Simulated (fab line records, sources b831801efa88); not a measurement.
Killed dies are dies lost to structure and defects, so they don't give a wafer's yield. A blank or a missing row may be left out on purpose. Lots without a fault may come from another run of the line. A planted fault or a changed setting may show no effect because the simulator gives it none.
fab line records | flow sky130
record lots=5 wafers=15 last_day=50
route steps=708 shown VIA3@576 METAL4@598 CAP2M@603
lots that met no fault: from a run of the same line without faults
start_h: hours from the record's first day to the start of the lot's first wafer shown | wait_h: hours since the lot's step before | " the same as in the row above | L1.1+2: a row that stands for several wafers | - no value, or no start given | * or withheld: withheld | < > ~ a bound
route shown NAME@n: a module of which the file shows steps, and the number in the route of the first | usual: mean/standard deviation of fault-free wafers | same: alike in all rows | chamber/n: place in a boat | sites: the reading at each site | _std_site: their standard deviation | _edge_site: outer sites' mean less inner sites' | radius_mm: how far each site lies from the wafer's centre | mask NAME#n: copy n | behind: the tool/chamber that last shaped the wafer | hold: why the lot was held/for how many hours/how that ended | device: the transistor (n, p or np) that didn't switch | end of line: the same wafers' tests at the end of the route | a step without rows: its recipe alone | killed: dies lost to structure and defects at the first sort, not the wafer's yield | map: a wafer's dies, x killed, . not, _ none there
set.NAME: the setting as run; set.NAME@STEP: as run at that earlier step | model.NAME: the simulator's own value behind a step, which no gauge read
lots at some steps of the route; a table a step, a row a wafer
services: from which hour (start_h, from the record's first day; less than 0 if before it) a tool's chamber was out of use, for how many hours, and why
## steps
# step SKY_VIA3_BOW_MEAS_03
# recipe mode=bow
# usual VIA3_BOW=79/7.2
# columns lot.wafer tool chamber start_h wait_h VIA3_BOW[um]
L074.2 film_metro-03 - 906.72 0.2 70
L074.4 " - " " 95
L074.6 " - " " 80
L076.3 film_metro-03 - 929.61 0.3 79
L076.4 " - " " 65
L076.5 " - " " 73
L078.4 film_metro-03 - 938.18 0.2 80
L078.5 " - " " 74
L078.6 " - " " 69
L089.3 film_metro-02 - 1030.37 0.3 70
L089.4 " - " " 77
L089.6 " - " " 72
L097.3 film_metro-03 - 1058.84 0.2 66
L097.4 " - " " 72
L097.6 " - " " 84
# step SKY_VIA3_DEHYDRATE_04
# recipe temp_c=200 time_s=60
# usual chill_plate_temp_C=23.03/0.1 heater_power_total_W=160.37/0.13
# same time_s=60
# columns lot.wafer tool chamber start_h wait_h chill_plate_temp_C heater_power_total_W
L074.2 litho_track-04 0 917.15 10.4 23.04 160.25
L074.4 " 0 " " 23.03 160.23
L074.6 " 0 " " 23.14 160.41
L076.3 litho_track-01 0 939.76 10.1 23.03 160.35
L076.4 " 0 " " 23.13 160.18
L076.5 " 0 " " 23.07 160.31
L078.4 litho_track-04 0 951.95 13.8 23.00 160.31
L078.5 " 0 " " 22.98 160.29
L078.6 " 0 " " 23.08 160.23
L089.3 litho_track-03 0 1040.40 10.0 22.95 160.32
L089.4 " 0 " " 23.04 160.34
L089.6 " 0 " " 22.99 160.49
L097.3 litho_track-01 0 1069.61 10.7 22.96 160.30
L097.4 " 0 " " 23.14 160.50
L097.6 " 0 " " 22.82 160.31
# step SKY_VIA3_HMDS_05
# recipe prime_time_s=60 prime_temp_c=120
# usual chill_plate_temp_C=23.00/0.094
# same prime_time_s=60
# columns lot.wafer tool chamber start_h wait_h chill_plate_temp_C
L074.2 litho_track-04 0 917.30 0.1 23.02
L074.4 " 0 " " 23.09
L074.6 " 0 " " 23.16
L076.3 litho_track-01 0 939.91 0.1 22.87
L076.4 " 0 " " 22.87
L076.5 " 0 " " 23.08
L078.4 litho_track-04 0 952.10 0.1 22.82
L078.5 " 0 " " 23.01
L078.6 " 0 " " 23.00
L089.3 litho_track-03 0 1040.55 0.1 22.96
L089.4 " 0 " " 23.04
L089.6 " 0 " " 23.06
L097.3 litho_track-01 0 1069.76 0.1 22.85
L097.4 " 0 " " 22.91
L097.6 " 0 " " 23.01
# step SKY_VIA3_COAT_06
# recipe resist=BARC temp_c=withheld time_s=withheld spin_rpm=3045 resist_thk_nm=60
# usual chill_plate_temp_C=* dispense_pressure_kPa=55/4
# columns lot.wafer tool chamber start_h wait_h chill_plate_temp_C dispense_pressure_kPa
L074.2 litho_track-04 0 917.45 0.1 * 57
L074.4 " 0 " " * 57
L074.6 " 0 " " * 57
L076.3 litho_track-01 0 940.06 0.1 * 59
L076.4 " 0 " " * 59
L076.5 " 0 " " * 59
L078.4 litho_track-04 0 952.25 0.1 * 57
L078.5 " 0 " " * 57
L078.6 " 0 " " * 57
L089.3 litho_track-03 0 1040.70 0.1 * 48
L089.4 " 0 " " * 48
L089.6 " 0 " " * 48
L097.3 litho_track-01 0 1069.91 0.1 * 58
L097.4 " 0 " " * 58
L097.6 " 0 " " * 58
# step SKY_VIA3_COAT_07
# recipe resist=KrF-thick spin_rpm=3000 resist_thk_nm=450
# usual chill_plate_temp_C=23.00/0.099 dispense_pressure_kPa=55/4
# columns lot.wafer tool chamber start_h wait_h chill_plate_temp_C dispense_pressure_kPa
L074.2 litho_track-04 0 - - 22.85 57
L074.4 " 0 " " 23.00 57
L074.6 " 0 " " 22.92 57
L076.3 litho_track-01 0 - - 23.22 59
L076.4 " 0 " " 23.11 59
L076.5 " 0 " " 23.10 58
L078.4 litho_track-04 0 - - 23.03 57
L078.5 " 0 " " 23.12 57
L078.6 " 0 " " 23.01 57
L089.3 litho_track-03 0 - - 22.94 49
L089.4 " 0 " " 23.04 49
L089.6 " 0 " " 22.81 49
L097.3 litho_track-01 0 - - 23.03 58
L097.4 " 0 " " 22.99 58
L097.6 " 0 " " 23.14 58
# step SKY_VIA3_SOFTBAKE_08
# recipe temp_c=100 time_s=90 resist=KrF-thick
# usual chill_plate_temp_C=23.01/0.1 heater_power_total_W=57.36/0.11
# same time_s=90
# columns lot.wafer tool chamber start_h wait_h chill_plate_temp_C heater_power_total_W
L074.2 litho_track-04 0 - - 22.96 57.27
L074.4 " 0 " " 22.89 57.21
L074.6 " 0 " " 22.89 57.28
L076.3 litho_track-01 0 - - 22.95 57.45
L076.4 " 0 " " 23.01 57.21
L076.5 " 0 " " 23.05 57.31
L078.4 litho_track-04 0 - - 22.90 57.24
L078.5 " 0 " " 23.13 57.40
L078.6 " 0 " " 22.94 57.31
L089.3 litho_track-03 0 - - 22.88 57.56
L089.4 " 0 " " 22.92 57.48
L089.6 " 0 " " 23.06 57.50
L097.3 litho_track-01 0 - - 22.96 57.43
L097.4 " 0 " " 23.05 57.50
L097.6 " 0 " " 23.14 57.40
# step SKY_VIA3_EXPOSE_09
# recipe mask_id=VIM3 na=0.8 source_shape=annular sigma_inner=0.55 sigma_outer=0.85 target_cd_nm=200 dose_mj=38
# usual reticle_temp_C=22.97/0.11
# columns lot.wafer tool chamber start_h wait_h mask reticle_temp_C
L074.2 krf_scanner-01 0 - - VIM3#0 23.00
L074.4 " 0 " " VIM3#0 23.11
L074.6 " 0 " " VIM3#0 23.06
L076.3 krf_scanner-01 0 - - VIM3#0 22.90
L076.4 " 0 " " VIM3#0 22.79
L076.5 " 0 " " VIM3#0 22.86
L078.4 krf_scanner-01 0 - - VIM3#0 22.82
L078.5 " 0 " " VIM3#0 22.79
L078.6 " 0 " " VIM3#0 23.01
L089.3 krf_scanner-02 0 - - VIM3#0 23.19
L089.4 " 0 " " VIM3#0 23.20
L089.6 " 0 " " VIM3#0 23.17
L097.3 krf_scanner-01 0 - - VIM3#0 22.94
L097.4 " 0 " " VIM3#0 22.95
L097.6 " 0 " " VIM3#0 22.86
# step SKY_VIA3_PEB_10
# recipe peb_temp_c=withheld peb_time_s=withheld resist=KrF-thick
# usual chill_plate_temp_C=*
# columns lot.wafer tool chamber start_h wait_h chill_plate_temp_C
L074.2 litho_track-04 0 - - *
L074.4 " 0 " " *
L074.6 " 0 " " *
L076.3 litho_track-03 0 - - *
L076.4 " 0 " " *
L076.5 " 0 " " *
L078.4 litho_track-04 0 - - *
L078.5 " 0 " " *
L078.6 " 0 " " *
L089.3 litho_track-01 0 - - *
L089.4 " 0 " " *
L089.6 " 0 " " *
L097.3 litho_track-04 0 - - *
L097.4 " 0 " " *
L097.6 " 0 " " *
# step SKY_VIA3_DEVELOP_11
# recipe develop_time_s=60 resist=KrF-thick dev_temp_c=21
# usual chill_plate_temp_C=22.97/0.1
# columns lot.wafer tool chamber start_h wait_h chill_plate_temp_C
L074.2 litho_track-04 0 - - 23.01
L074.4 " 0 " " 22.76
L074.6 " 0 " " 23.05
L076.3 litho_track-03 0 - - 22.66
L076.4 " 0 " " 22.83
L076.5 " 0 " " 22.92
L078.4 litho_track-04 0 - - 22.97
L078.5 " 0 " " 22.98
L078.6 " 0 " " 22.98
L089.3 litho_track-01 0 - - 23.05
L089.4 " 0 " " 23.01
L089.6 " 0 " " 23.01
L097.3 litho_track-04 0 - - 22.83
L097.4 " 0 " " 23.03
L097.6 " 0 " " 23.02
# step SKY_VIA3_CD_MEAS_12
# recipe target_cd_nm=200
# usual cd_nm=200.0/1.3
# columns lot.wafer tool chamber start_h wait_h cd_nm
L074.2 cd_sem-02 - 930.15 - 199.3
L074.4 " - " " 197.5
L074.6 " - " " 200.3
L076.3 cd_sem-02 - 953.88 - 199.9
L076.4 " - " " 200.6
L076.5 " - " " 200.8
L078.4 cd_sem-02 - 963.20 - 200.4
L078.5 " - " " 200.1
L078.6 " - " " 199.4
L089.3 cd_sem-01 - 1052.95 - 199.4
L089.4 " - " " 200.2
L089.6 " - " " 199.2
L097.3 cd_sem-02 - 1080.26 - 200.3
L097.4 " - " " 200.3
L097.6 " - " " 199.0
# step SKY_VIA3_OVL_MEAS_13
# usual VIA3_OVL=2/6
# columns lot.wafer tool chamber start_h wait_h VIA3_OVL[nm]
L074.2 overlay-02 - 930.26 0.1 -7
L074.4 " - " " -3
L074.6 " - " " -4
L076.3 overlay-01 - 953.98 0.1 -3
L076.4 " - " " 0
L076.5 " - " " -1
L078.4 overlay-02 - 963.28 0.1 12
L078.5 " - " " 6
L078.6 " - " " 7
L089.3 overlay-02 - 1053.04 0.1 5
L089.4 " - " " -1
L089.6 " - " " 3
L097.3 overlay-02 - 1080.36 0.1 1
L097.4 " - " " 9
L097.6 " - " " 0
# step SKY_VIA3_ETCH_14
# recipe chemistry=N2/H2 target=BARC ion_energy_ev=200 source_w=500 bias_w=101.4 pressure_mtorr=30 n2_flow_sccm=100 h2_flow_sccm=200 stop_on=SiO2 time_s=45.9 target_depth_a=600
# usual drypump_motor_current_A=6.01/0.24 oes_product_au=0.851/0.0048 throttle_valve_pct=13.226/0.01
# same time_s=45.9
# columns lot.wafer tool chamber start_h wait_h drypump_motor_current_A oes_product_au rf_hours_counter_h throttle_valve_pct
L074.2 rie_diel-04 0 930.29 0.0 5.54 0.854 1 13.226
L074.4 " 1 " " 6.09 0.852 5 13.238
L074.6 " 1 " " 6.11 0.852 - 13.237
L076.3 rie_diel-02 2 954.00 0.0 6.04 0.856 2 13.219
L076.4 " 3 " " 6.00 0.846 22 13.214
L076.5 " 0 " " 6.05 0.844 - 13.232
L078.4 rie_diel-01 3 963.29 0.0 5.89 0.856 11 13.235
L078.5 " 1 " " 6.43 0.851 - 13.233
L078.6 " 0 " " 6.16 0.851 - 13.228
L089.3 rie_diel-04 0 1053.07 0.0 5.51 0.855 5 13.228
L089.4 " 1 " " 6.07 0.853 - 13.242
L089.6 " 3 " " 6.21 0.854 - 13.228
L097.3 rie_diel-01 2 1080.38 0.0 5.65 0.852 24 13.233
L097.4 " 1 " " 6.39 0.845 11 13.221
L097.6 " 1 " " 6.34 0.855 - 13.225
# step SKY_VIA3_ETCH_15
# recipe target=SiO2 chemistry=C4F8/O2/Ar target_depth_nm=507 stop_on=TiN mask_material=KrF-thick source_w=1500 bias_w=1200 pressure_mtorr=40 c4f8_flow_sccm=withheld O2_flow_sccm=6 Ar_flow_sccm=300 time_s=78
# usual oes_product_au=0.947/0.0049
# same time_s=78
# columns lot.wafer tool chamber start_h wait_h oes_product_au rf_hours_counter_h
L074.2 rie_diel-04 0 930.33 0.0 0.946 1
L074.4 " 1 " " 0.948 5
L074.6 " 1 " " 0.942 -
L076.3 rie_diel-02 2 954.04 0.0 0.948 2
L076.4 " 3 " " 0.949 22
L076.5 " 0 " " 0.943 -
L078.4 rie_diel-01 3 963.34 0.0 0.956 11
L078.5 " 1 " " 0.943 -
L078.6 " 0 " " 0.948 -
L089.3 rie_diel-04 0 1053.11 0.0 0.936 6
L089.4 " 1 " " 0.944 -
L089.6 " 3 " " 0.948 -
L097.3 rie_diel-01 2 1080.42 0.0 0.939 24
L097.4 " 1 " " 0.955 11
L097.6 " 1 " " 0.948 -
# step SKY_VIA3_STRIP_16
# recipe chemistry=O2/N2 power_w=1400 pressure_mtorr=1500 platen_temp_c=withheld o2_flow_sccm=3000 n2_flow_sccm=300 overash_fraction=0.5
# usual drypump_motor_current_A=5.7/0.44 oes_product_au=0.402/0.0044 strip_time_to_endpoint_s=4.132/0.028
# columns lot.wafer tool chamber start_h wait_h drypump_motor_current_A oes_product_au rf_hours_counter_h strip_time_to_endpoint_s
L074.2 plasma_asher-01 0 930.39 0.0 4.9 0.405 81 4.164
L074.4 " 0 " " 4.9 0.409 - 4.118
L074.6 " 0 " " 4.9 0.406 - 4.087
L076.3 plasma_asher-03 0 954.13 0.1 6.2 0.396 - 4.091
L076.4 " 1 " " 6.3 0.398 - 4.101
L076.5 " 1 " " 6.3 0.401 - 4.136
L078.4 plasma_asher-03 1 963.43 0.1 6.3 0.402 - 4.131
L078.5 " 1 " " 6.3 0.409 - 4.137
L078.6 " 0 " " 6.1 0.404 - 4.153
L089.3 plasma_asher-01 1 1053.20 0.1 5.4 0.395 - 4.188
L089.4 " 0 " " 4.9 0.402 - 4.121
L089.6 " 0 " " 5.0 0.396 - 4.155
L097.3 plasma_asher-03 1 1080.52 0.1 6.2 0.397 - 4.096
L097.4 " 0 " " 6.2 0.398 - 4.104
L097.6 " 1 " " 6.3 0.404 - 4.133
# step SKY_VIA3_STRIP_17
# recipe chemistry=post_etch_residue_remover time_s=1200 temp_c=72.5
# same time_s=1200
# columns lot.wafer tool chamber start_h wait_h
L074.2+4+6 wet_bench-03 1 930.49 0.1
L076.3+4+5 wet_bench-02 0 954.20 0.0
L078.4+5+6 wet_bench-03 1 963.50 0.0
L089.3+4+6 wet_bench-01 2 1053.27 0.0
L097.3+4+6 wet_bench-02 0 1080.61 0.1
# step SKY_VIA3_CLEAN_18
# recipe chemistry=IPA time_s=180 temp_c=25
# same time_s=180
# columns lot.wafer tool chamber start_h wait_h
L074.2+4+6 wet_bench-02 3 930.89 0.0
L076.3+4+5 wet_bench-02 1 954.54 0.0
L078.4+5+6 wet_bench-01 3 964.18 0.0
L089.3+4+6 wet_bench-02 2 1053.75 0.1
L097.3+4+6 wet_bench-01 1 1080.98 0.0
# step SKY_VIA3_CLEAN_19
# recipe chemistry=O3/DIW dry=n2_spin
# columns lot.wafer tool chamber start_h wait_h
L074.2+4+6 wet_bench-03 1 930.96 0.0
L076.3+4+5 wet_bench-03 0 954.60 0.0
L078.4+5+6 wet_bench-02 3 964.24 0.0
L089.3+4+6 wet_bench-02 3 1053.86 0.1
L097.3+4+6 wet_bench-03 1 1081.04 0.0
# step SKY_VIA3_SPUTTER_20
# recipe material=TiN target_thk_nm=20 chamber_pressure_pa=5 power_w=4000 time_s=80
# usual throttle_valve_pct=29.3/1.1
# same time_s=80
# columns lot.wafer tool chamber start_h wait_h throttle_valve_pct
L074.2 pvd_sputter-04 - 931.06 0.0 30.2
L074.4 " - " " 28.9
L074.6 " - " " 28.7
L076.3 pvd_sputter-03 - 954.69 0.0 29.7
L076.4 " - " " 30.1
L076.5 " - " " 29.6
L078.4 pvd_sputter-02 - 964.33 0.0 28.2
L078.5 " - " " 30.2
L078.6 " - " " 28.9
L089.3 pvd_sputter-03 - 1053.96 0.0 29.7
L089.4 " - " " 28.6
L089.6 " - " " 30.4
L097.3 pvd_sputter-04 - 1081.13 0.0 28.8
L097.4 " - " " 30.3
L097.6 " - " " 28.2
# step SKY_VIA3_CVD_21
# recipe material=W target_thk_nm=390 time_s=117.31 temp_c=400 pressure_torr=40
# usual heater_power_w=769/52
# same time_s=117.31
# columns lot.wafer tool chamber start_h wait_h heater_power_w
L074.2 cvd_w-02 1 931.12 0.0 711
L074.4 " 0 " " 795
L074.6 " 0 " " 802
L076.3 cvd_w-02 0 954.80 0.1 807
L076.4 " 1 " " 708
L076.5 " 0 " " 799
L078.4 cvd_w-01 0 964.44 0.1 830
L078.5 " 1 " " 729
L078.6 " 0 " " 833
L089.3 cvd_w-02 1 1054.06 0.1 712
L089.4 " 0 " " 810
L089.6 " 0 " " 799
L097.3 cvd_w-02 0 1081.23 0.1 795
L097.4 " 1 " " 695
L097.6 " 0 " " 785
# step SKY_VIA3_RS_MEAS_22
# recipe thk_meas_gauge=four-point-probe reads=W_of_VIA3_CVD_21+TiN_of_VIA3_SPUTTER_20
# usual VIA3_W_RS=0.296/0.0042
# columns lot.wafer tool chamber start_h wait_h VIA3_W_RS[ohm/sq]
L074.2 film_metro-01 - 931.26 0.1 0.296
L074.4 " - " " 0.293
L074.6 " - " " 0.289
L076.3 film_metro-03 - 954.92 0.1 0.299
L076.4 " - " " 0.300
L076.5 " - " " 0.294
L078.4 film_metro-02 - 964.59 0.1 0.300
L078.5 " - " " 0.293
L078.6 " - " " 0.297
L089.3 film_metro-01 - 1054.18 0.1 0.302
L089.4 " - " " 0.295
L089.6 " - " " 0.296
L097.3 film_metro-03 - 1081.35 0.1 0.293
L097.4 " - " " 0.299
L097.6 " - " " 0.292
# step SKY_VIA3_THK_MEAS_23
# recipe thk_meas_gauge=xrf reads=W_of_VIA3_CVD_21
# usual VIA3_W_THK=391/6.5
# columns lot.wafer tool chamber start_h wait_h VIA3_W_THK[nm]
L074.2 film_metro-01 - 931.37 0.1 386
L074.4 " - " " 394
L074.6 " - " " 393
L076.3 film_metro-03 - 955.02 0.1 392
L076.4 " - " " 390
L076.5 " - " " 396
L078.4 film_metro-02 - 964.68 0.1 389
L078.5 " - " " 401
L078.6 " - " " 391
L089.3 film_metro-01 - 1054.28 0.1 382
L089.4 " - " " 392
L089.6 " - " " 387
L097.3 film_metro-03 - 1081.45 0.1 398
L097.4 " - " " 388
L097.6 " - " " 396
# step SKY_VIA3_CMP_24
# recipe stop_on=SiO2 t_overpolish_s=20 down_force_psi=3.5 platen_rpm=60 target_thk_nm=0 pad_velocity_m_s=0.94248
# usual motor_current_A=11.2/0.9 overpolish_run_s=19.999/0.0098 slurry_filter_dp_kPa=13.51/0.13 time_to_endpoint_s=94/3.9
# columns lot.wafer tool chamber start_h wait_h motor_current_A overpolish_run_s slurry_filter_dp_kPa time_to_endpoint_s
L074.2 cmp-01 3 931.52 0.1 12.6 19.989 13.75 90
L074.4 " 1 " " 10.7 20.004 13.36 88
L074.6 " 0 " " 9.6 19.995 13.56 87
L076.3 cmp-01 1 955.25 0.2 10.0 20.009 13.51 91
L076.4 " 2 " " 11.3 19.996 13.36 95
L076.5 " 2 " " 11.0 20.012 13.55 95
L078.4 cmp-02 1 964.81 0.1 11.7 20.000 13.36 94
L078.6 " 3 " " 12.0 20.002 13.64 98
L078.5 " 0 " " 12.1 19.995 13.63 97
L089.3 cmp-02 1 1054.32 0.0 11.7 20.004 13.60 98
L089.4 " 2 " " 10.7 20.006 13.42 102
L089.6 " 2 " " 11.0 20.003 13.72 99
L097.4 cmp-01 0 1081.49 0.0 9.7 19.992 13.48 95
L097.3 " 2 " " 11.2 20.001 13.57 98
L097.6 " 0 " " 9.7 20.002 13.46 96
# step SKY_METAL4_SPUTTER_00
# recipe material=Ti target_thk_nm=15 power_w=3000 time_s=10 chamber_pressure_pa=0.4
# usual throttle_valve_pct=29.7/1.2
# same time_s=10
# columns lot.wafer tool chamber start_h wait_h throttle_valve_pct
L074.2 pvd_sputter-01 - 931.82 0.2 31.2
L074.4 " - " " 28.5
L074.6 " - " " 31.5
L076.3 pvd_sputter-03 - 955.55 0.2 28.2
L076.4 " - " " 29.6
L076.5 " - " " 28.1
L078.4 pvd_sputter-03 - 965.01 0.1 28.5
L078.5 " - " " 28.5
L078.6 " - " " 30.0
L089.3 pvd_sputter-03 - 1054.62 0.2 30.2
L089.4 " - " " 29.7
L089.6 " - " " 28.9
L097.3 pvd_sputter-03 - 1081.79 0.1 28.1
L097.4 " - " " 28.7
L097.6 " - " " 30.1
# step SKY_METAL4_SPUTTER_01
# recipe material=TiN target_thk_nm=20 power_w=6500 time_s=16.7 chamber_pressure_pa=0.4
# usual throttle_valve_pct=29.7/1.2
# same time_s=16.7
# columns lot.wafer tool chamber start_h wait_h throttle_valve_pct
L074.2 pvd_sputter-01 - 931.84 0.0 31.5
L074.4 " - " " 28.5
L074.6 " - " " 31.4
L076.3 pvd_sputter-03 - 955.57 0.0 27.6
L076.4 " - " " 30.0
L076.5 " - " " 28.0
L078.4 pvd_sputter-03 - 965.03 0.0 28.5
L078.5 " - " " 28.8
L078.6 " - " " 30.2
L089.3 pvd_sputter-03 - 1054.64 0.0 30.2
L089.4 " - " " 29.7
L089.6 " - " " 28.5
L097.3 pvd_sputter-03 - 1081.81 0.0 28.0
L097.4 " - " " 28.6
L097.6 " - " " 30.5
# step SKY_METAL4_SPUTTER_02
# recipe material=AlCu target_thk_nm=735 power_w=10600 time_s=39.1 chamber_pressure_pa=0.4
# usual throttle_valve_pct=29.7/1.2
# same time_s=39.1
# columns lot.wafer tool chamber start_h wait_h throttle_valve_pct
L074.2 pvd_sputter-01 - 931.87 0.0 31.6
L074.4 " - " " 28.5
L074.6 " - " " 31.3
L076.3 pvd_sputter-03 - 955.60 0.0 28.1
L076.4 " - " " 29.9
L076.5 " - " " 28.1
L078.4 pvd_sputter-03 - 965.05 0.0 28.6
L078.5 " - " " 28.7
L078.6 " - " " 30.2
L089.3 pvd_sputter-03 - 1054.67 0.0 29.9
L089.4 " - " " 29.9
L089.6 " - " " 28.4
L097.3 pvd_sputter-03 - 1081.84 0.0 28.0
L097.4 " - " " 28.4
L097.6 " - " " 29.9
# step SKY_METAL4_SPUTTER_03
# recipe material=Ti target_thk_nm=5 power_w=3000 time_s=3.3 chamber_pressure_pa=0.4
# usual throttle_valve_pct=29.8/1.2
# same time_s=3.3
# columns lot.wafer tool chamber start_h wait_h throttle_valve_pct
L074.2 pvd_sputter-01 - 931.91 0.0 31.6
L074.4 " - " " 28.5
L074.6 " - " " 31.5
L076.3 pvd_sputter-03 - 955.64 0.0 28.1
L076.4 " - " " 29.7
L076.5 " - " " 27.9
L078.4 pvd_sputter-03 - 965.09 0.0 28.7
L078.5 " - " " 28.4
L078.6 " - " " 30.3
L089.3 pvd_sputter-03 - 1054.71 0.0 30.2
L089.4 " - " " 29.7
L089.6 " - " " 28.6
L097.3 pvd_sputter-03 - 1081.88 0.0 27.9
L097.4 " - " " 28.8
L097.6 " - " " 30.2
# step SKY_METAL4_SPUTTER_04
# recipe material=TiN target_thk_nm=70 power_w=6500 time_s=58.3 chamber_pressure_pa=0.4
# usual throttle_valve_pct=29.7/1.2
# same time_s=58.3
# columns lot.wafer tool chamber start_h wait_h throttle_valve_pct
L074.2 pvd_sputter-01 - 931.92 0.0 31.3
L074.4 " - " " 28.7
L074.6 " - " " 31.4
L076.3 pvd_sputter-03 - 955.65 0.0 27.9
L076.4 " - " " 29.7
L076.5 " - " " 28.1
L078.4 pvd_sputter-03 - 965.11 0.0 28.7
L078.5 " - " " 28.5
L078.6 " - " " 30.1
L089.3 pvd_sputter-03 - 1054.73 0.0 30.0
L089.4 " - " " 29.8
L089.6 " - " " 28.4
L097.3 pvd_sputter-03 - 1081.90 0.0 27.9
L097.4 " - " " 28.5
L097.6 " - " " 30.2
# step SKY_CAP2M_CVD_00
# recipe material=SiO2 target_thk_nm=15.5 temp_c=400 time_s=withheld rf_w=450
# usual heater_power_w=674/86
# columns lot.wafer tool chamber start_h wait_h heater_power_w
L074.2 pecvd-01 0 931.97 0.0 772
L074.4 " 0 " " 768
L074.6 " 1 " " 542
L076.3 pecvd-01 0 955.70 0.0 768
L076.4 " 1 " " 502
L076.5 " 0 " " 765
L078.4 pecvd-02 0 965.17 0.0 761
L078.5 " 1 " " 739
L078.6 " 2 " " 705
L089.3 pecvd-01 2 1054.77 0.0 616
L089.4 " 1 " " 505
L089.6 " 0 " " 685
L097.3 pecvd-03 2 1081.95 0.0 670
L097.4 " 1 " " 715
L097.6 " 0 " " 628
# step SKY_CAP2M_THK_MEAS_01
# recipe reads=SiO2_of_CAP2M_CVD_00
# usual CAP2M_CVD_00_THK=15.48/0.29
# columns lot.wafer tool chamber start_h wait_h CAP2M_CVD_00_THK[nm]
L074.2 film_metro-02 - 932.00 - 15.44
L074.4 " - " " 15.61
L074.6 " - " " 15.90
L076.3 film_metro-03 - 955.75 - 15.54
L076.4 " - " " 15.49
L076.5 " - " " 15.98
L078.4 film_metro-02 - 965.21 - 15.34
L078.5 " - " " 15.90
L078.6 " - " " 16.00
L089.3 film_metro-03 - 1054.82 - 15.82
L089.4 " - " " 16.01
L089.6 " - " " 15.82
L097.3 film_metro-02 - 1081.99 - 14.86
L097.4 " - " " 15.52
L097.6 " - " " 14.99
# step SKY_CAP2M_SPUTTER_02
# recipe material=TiN target_thk_nm=200 temp_c=300 power_w=6500 time_s=166.7 chamber_pressure_pa=0.4
# usual throttle_valve_pct=29.5/1.1
# same time_s=166.7
# columns lot.wafer tool chamber start_h wait_h throttle_valve_pct
L074.2 pvd_sputter-02 - 932.05 0.0 30.7
L074.4 " - " " 28.7
L074.6 " - " " 28.0
L076.3 pvd_sputter-01 - 955.79 0.0 31.2
L076.4 " - " " 31.3
L076.5 " - " " 31.1
L078.4 pvd_sputter-02 - 965.24 0.0 30.5
L078.5 " - " " 28.7
L078.6 " - " " 30.6
L089.3 pvd_sputter-02 - 1054.86 0.0 29.0
L089.4 " - " " 30.7
L089.6 " - " " 30.1
L097.3 pvd_sputter-02 - 1082.03 0.0 28.3
L097.4 " - " " 30.6
L097.6 " - " " 30.4
# step SKY_CAP2M_RS_MEAS_03
# recipe thk_meas_gauge=four-point-probe reads=TiN_of_CAP2M_SPUTTER_02
# usual CAP2M_TIN_RS=6.89/0.072
# columns lot.wafer tool chamber start_h wait_h CAP2M_TIN_RS[ohm/sq]
L074.2 film_metro-03 - 932.18 0.1 6.94
L074.4 " - " " 6.95
L074.6 " - " " 6.88
L076.3 film_metro-03 - 955.93 0.1 6.72
L076.4 " - " " 6.75
L076.5 " - " " 6.78
L078.4 film_metro-04 - 965.42 0.1 6.94
L078.5 " - " " 6.85
L078.6 " - " " 6.87
L089.3 film_metro-04 - 1055.01 0.1 6.92
L089.4 " - " " 7.01
L089.6 " - " " 6.86
L097.3 film_metro-04 - 1082.18 0.1 6.83
L097.4 " - " " 6.94
L097.6 " - " " 6.85
# step SKY_CAP2M_THK_MEAS_04
# recipe thk_meas_gauge=xrf reads=TiN_of_CAP2M_SPUTTER_02
# usual CAP2M_TIN_THK=199.0/2.5
# columns lot.wafer tool chamber start_h wait_h CAP2M_TIN_THK[nm]
L074.2 film_metro-03 - 932.29 0.1 198.9
L074.4 " - " " 199.9
L074.6 " - " " 201.3
L076.3 film_metro-03 - 956.03 0.1 205.8
L076.4 " - " " 204.4
L076.5 " - " " 204.3
L078.4 film_metro-04 - 965.51 0.1 196.4
L078.5 " - " " 197.4
L078.6 " - " " 198.2
L089.3 film_metro-04 - 1055.11 0.1 197.8
L089.4 " - " " 195.2
L089.6 " - " " 199.3
L097.3 film_metro-04 - 1082.28 0.1 198.9
L097.4 " - " " 195.7
L097.6 " - " " 198.1
# step SKY_CAP2M_DEHYDRATE_05
# recipe temp_c=200 time_s=60
# usual chill_plate_temp_C=23.01/0.1 heater_power_total_W=160.37/0.13
# same time_s=60
# columns lot.wafer tool chamber start_h wait_h chill_plate_temp_C heater_power_total_W
L074.2 litho_track-02 0 942.79 10.5 22.93 160.37
L074.4 " 0 " " 22.98 160.47
L074.6 " 0 " " 22.97 160.43
L076.3 litho_track-03 0 966.10 10.1 23.10 160.55
L076.4 " 0 " " 22.93 160.53
L076.5 " 0 " " 23.03 160.18
L078.4 litho_track-02 0 978.09 12.6 23.01 160.48
L078.5 " 0 " " 22.97 160.29
L078.6 " 0 " " 23.12 160.59
L089.3 litho_track-01 0 1063.96 8.8 22.97 160.28
L089.4 " 0 " " 22.97 160.40
L089.6 " 0 " " 22.96 160.40
L097.3 litho_track-01 0 1092.76 10.5 22.96 160.24
L097.4 " 0 " " 22.85 160.58
L097.6 " 0 " " 23.09 160.26
# step SKY_CAP2M_HMDS_06
# recipe prime_time_s=60 prime_temp_c=120
# usual chill_plate_temp_C=23.03/0.094
# same prime_time_s=60
# columns lot.wafer tool chamber start_h wait_h chill_plate_temp_C
L074.2 litho_track-02 0 942.94 0.1 22.97
L074.4 " 0 " " 22.99
L074.6 " 0 " " 22.92
L076.3 litho_track-03 0 966.25 0.1 22.95
L076.4 " 0 " " 22.95
L076.5 " 0 " " 22.99
L078.4 litho_track-02 0 978.24 0.1 23.08
L078.5 " 0 " " 23.14
L078.6 " 0 " " 22.94
L089.3 litho_track-01 0 1064.11 0.1 23.00
L089.4 " 0 " " 22.98
L089.6 " 0 " " 23.13
L097.3 litho_track-01 0 1092.91 0.1 23.04
L097.4 " 0 " " 23.15
L097.6 " 0 " " 23.10
## services
# columns tool chamber start_h hours kind
krf_scanner-01 - 894.13 1.0 pm
krf_scanner-01 - 901.28 1.1 repair
rie_diel-01 2 912.47 45.0 repair
pvd_sputter-01 - 916.74 4.8 repair
pvd_sputter-03 - 928.37 8.4 repair
cmp-01 - 959.63 1.4 repair
cmp-01 - 963.62 5.5 pm
krf_scanner-01 - 979.45 0.8 pm
krf_scanner-01 - 981.22 1.3 pm
pecvd-01 0 988.60 7.7 repair
rie_diel-01 - 994.49 0.4 repair
wet_bench-02 - 1001.41 2.7 repair
rie_diel-01 2 1002.63 5.7 repair
rie_diel-04 - 1005.37 14.6 pm
rie_diel-01 - 1008.06 0.9 repair
rie_diel-01 1 1025.43 3.1 repair
rie_diel-04 1 1028.29 4.7 repair
cmp-01 - 1049.66 1.7 repair
plasma_asher-03 - 1055.25 9.0 pm
cvd_w-02 1 1057.13 2.9 repair
krf_scanner-01 - 1063.24 1.0 pm
pvd_sputter-01 - 1066.42 2.5 repair
rie_diel-04 2 1067.23 2.1 repair
cmp-01 - 1081.79 4.0 pm
## key
fault none
